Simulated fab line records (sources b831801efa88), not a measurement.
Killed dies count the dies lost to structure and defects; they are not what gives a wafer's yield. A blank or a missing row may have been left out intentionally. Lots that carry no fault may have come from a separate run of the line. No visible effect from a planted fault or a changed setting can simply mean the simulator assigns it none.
Matching of chambers :: flow gf180mcu :: GF_STI_ETCH_14 on rieSi-01: 4 sister chambers
The step etches Si in HBr/Cl2/O2, target depth 360 nm, time 102.9 s. 24 wafers are shown with their chamber, then 12 later ones without.

== WAFERS, EACH WITH ITS CHAMBER ==
wafer: L074.3
chamber: 3
drypumpMotorCurrentA (A): 5.6
heBacksideLeakSccm (sccm): 2.62
oesProductAu (a.u.): 0.999

wafer: L074.4
chamber: 0
drypumpMotorCurrentA (A): 5.3
heBacksideLeakSccm (sccm): 2.44
oesProductAu (a.u.): 1.018

wafer: L074.6
chamber: 3
drypumpMotorCurrentA (A): 5.6
heBacksideLeakSccm (sccm): 2.49
oesProductAu (a.u.): 0.997

wafer: L078.1
chamber: 1
drypumpMotorCurrentA (A): 5.4
heBacksideLeakSccm (sccm): 3.15
oesProductAu (a.u.): 0.984

wafer: L078.5
chamber: 2
drypumpMotorCurrentA (A): 5.0
heBacksideLeakSccm (sccm): 3.02
oesProductAu (a.u.): 0.988

wafer: L078.6
chamber: 3
drypumpMotorCurrentA (A): 5.6
heBacksideLeakSccm (sccm): 2.58
oesProductAu (a.u.): 0.989

wafer: L079.2
chamber: 1
drypumpMotorCurrentA (A): 5.4
heBacksideLeakSccm (sccm): 2.94
oesProductAu (a.u.): 0.999

wafer: L079.3
chamber: 3
drypumpMotorCurrentA (A): 5.6
heBacksideLeakSccm (sccm): 2.53
oesProductAu (a.u.): 0.998

wafer: L079.5
chamber: 1
drypumpMotorCurrentA (A): 5.4
heBacksideLeakSccm (sccm): 3.04
oesProductAu (a.u.): 0.987

wafer: L080.2
chamber: 2
drypumpMotorCurrentA (A): 5.0
heBacksideLeakSccm (sccm): 2.86
oesProductAu (a.u.): 0.993

wafer: L080.3
chamber: 3
drypumpMotorCurrentA (A): 5.6
heBacksideLeakSccm (sccm): 2.57
oesProductAu (a.u.): 1.007

wafer: L080.4
chamber: 1
drypumpMotorCurrentA (A): 5.4
heBacksideLeakSccm (sccm): 3.04
oesProductAu (a.u.): 0.990

wafer: L081.1
chamber: 1
drypumpMotorCurrentA (A): 5.4
heBacksideLeakSccm (sccm): 3.24
oesProductAu (a.u.): 0.985

wafer: L081.2
chamber: 0
drypumpMotorCurrentA (A): 5.3
heBacksideLeakSccm (sccm): 2.66
oesProductAu (a.u.): 1.005

wafer: L081.6
chamber: 1
drypumpMotorCurrentA (A): 5.3
heBacksideLeakSccm (sccm): 3.25
oesProductAu (a.u.): 0.991

wafer: L082.1
chamber: 3
drypumpMotorCurrentA (A): 5.6
heBacksideLeakSccm (sccm): 2.54
oesProductAu (a.u.): 1.007

wafer: L082.5
chamber: 3
drypumpMotorCurrentA (A): 5.6
heBacksideLeakSccm (sccm): 2.55
oesProductAu (a.u.): 0.997

wafer: L082.6
chamber: 2
drypumpMotorCurrentA (A): 5.0
heBacksideLeakSccm (sccm): 2.86
oesProductAu (a.u.): 0.984

wafer: L086.2
chamber: 1
drypumpMotorCurrentA (A): 5.4
heBacksideLeakSccm (sccm): 3.17
oesProductAu (a.u.): 0.989

wafer: L086.4
chamber: 0
drypumpMotorCurrentA (A): 5.3
heBacksideLeakSccm (sccm): 2.64
oesProductAu (a.u.): 1.004

wafer: L086.5
chamber: 1
drypumpMotorCurrentA (A): 5.4
heBacksideLeakSccm (sccm): 3.02
oesProductAu (a.u.): 0.985

wafer: L087.2
chamber: 0
drypumpMotorCurrentA (A): 5.3
heBacksideLeakSccm (sccm): 2.63
oesProductAu (a.u.): 1.003

wafer: L087.3
chamber: 3
drypumpMotorCurrentA (A): 5.6
heBacksideLeakSccm (sccm): 2.57
oesProductAu (a.u.): 1.001

wafer: L087.4
chamber: 1
drypumpMotorCurrentA (A): 5.4
heBacksideLeakSccm (sccm): 3.00
oesProductAu (a.u.): 0.979

SIGNATURES (averages over the wafers above)
reading: drypumpMotorCurrentA
chamber 0: 5.300
chamber 1: 5.389
chamber 2: 5.000
chamber 3: 5.600
scatter within a chamber: 0.0211

reading: heBacksideLeakSccm
chamber 0: 2.5925
chamber 1: 3.0944
chamber 2: 2.9133
chamber 3: 2.5562
scatter within a chamber: 0.0887

reading: oesProductAu
chamber 0: 1.00750
chamber 1: 0.98767
chamber 2: 0.98833
chamber 3: 0.99937
scatter within a chamber: 0.00583
Rule: for each reading, subtract the chamber's mean from the wafer's reading, divide by that reading's scatter and square the result; add these up over the readings and take the root, which gives the wafer's distance from the chamber. The wafer belongs to the nearest chamber; if the next one is less than 2 further off, it can't be placed. The scatter: the root of (the sum of the squares of (reading less its chamber's mean) over the shown wafers, divided by (wafers less chambers)).

== WAFERS WHOSE CHAMBER IS MISSING ==
wafer: L088.2
drypumpMotorCurrentA (A): 5.6
heBacksideLeakSccm (sccm): 2.65
oesProductAu (a.u.): 1.008

wafer: L088.4
drypumpMotorCurrentA (A): 5.3
heBacksideLeakSccm (sccm): 3.12
oesProductAu (a.u.): 0.984

wafer: L088.6
drypumpMotorCurrentA (A): 5.6
heBacksideLeakSccm (sccm): 2.50
oesProductAu (a.u.): 1.003

wafer: L091.1
drypumpMotorCurrentA (A): 5.3
heBacksideLeakSccm (sccm): 2.46
oesProductAu (a.u.): 1.008

wafer: L091.4
drypumpMotorCurrentA (A): 5.6
heBacksideLeakSccm (sccm): 2.67
oesProductAu (a.u.): 0.999

wafer: L091.5
drypumpMotorCurrentA (A): 5.0
heBacksideLeakSccm (sccm): 2.65
oesProductAu (a.u.): 0.991

wafer: L093.2
drypumpMotorCurrentA (A): 5.0
heBacksideLeakSccm (sccm): 2.69
oesProductAu (a.u.): 0.992

wafer: L093.4
drypumpMotorCurrentA (A): 5.3
heBacksideLeakSccm (sccm): 2.45
oesProductAu (a.u.): 1.000

wafer: L093.5
drypumpMotorCurrentA (A): 5.3
heBacksideLeakSccm (sccm): 2.40
oesProductAu (a.u.): 1.005

wafer: L097.4
drypumpMotorCurrentA (A): 5.0
heBacksideLeakSccm (sccm): 2.80
oesProductAu (a.u.): 0.992

wafer: L097.5
drypumpMotorCurrentA (A): 5.0
heBacksideLeakSccm (sccm): 2.76
oesProductAu (a.u.): 0.993

wafer: L097.6
drypumpMotorCurrentA (A): 5.6
heBacksideLeakSccm (sccm): 2.49
oesProductAu (a.u.): 0.990

== THE CHAMBER EACH PASSED THROUGH ==
wafer: L088.2
from the rows above: 3
in truth: 3

wafer: L088.4
from the rows above: 1
in truth: 1

wafer: L088.6
from the rows above: 3
in truth: 3

wafer: L091.1
from the rows above: 0
in truth: 0

wafer: L091.4
from the rows above: 3
in truth: 3

wafer: L091.5
from the rows above: 2
in truth: 2

wafer: L093.2
from the rows above: 2
in truth: 2

wafer: L093.4
from the rows above: 0
in truth: 0

wafer: L093.5
from the rows above: 0
in truth: 0

wafer: L097.4
from the rows above: 2
in truth: 2

wafer: L097.5
from the rows above: 2
in truth: 2

wafer: L097.6
from the rows above: 3
in truth: 3
12 of 12 placed correctly. Left unplaced by these rows: 0. Number placed wrongly: 0.
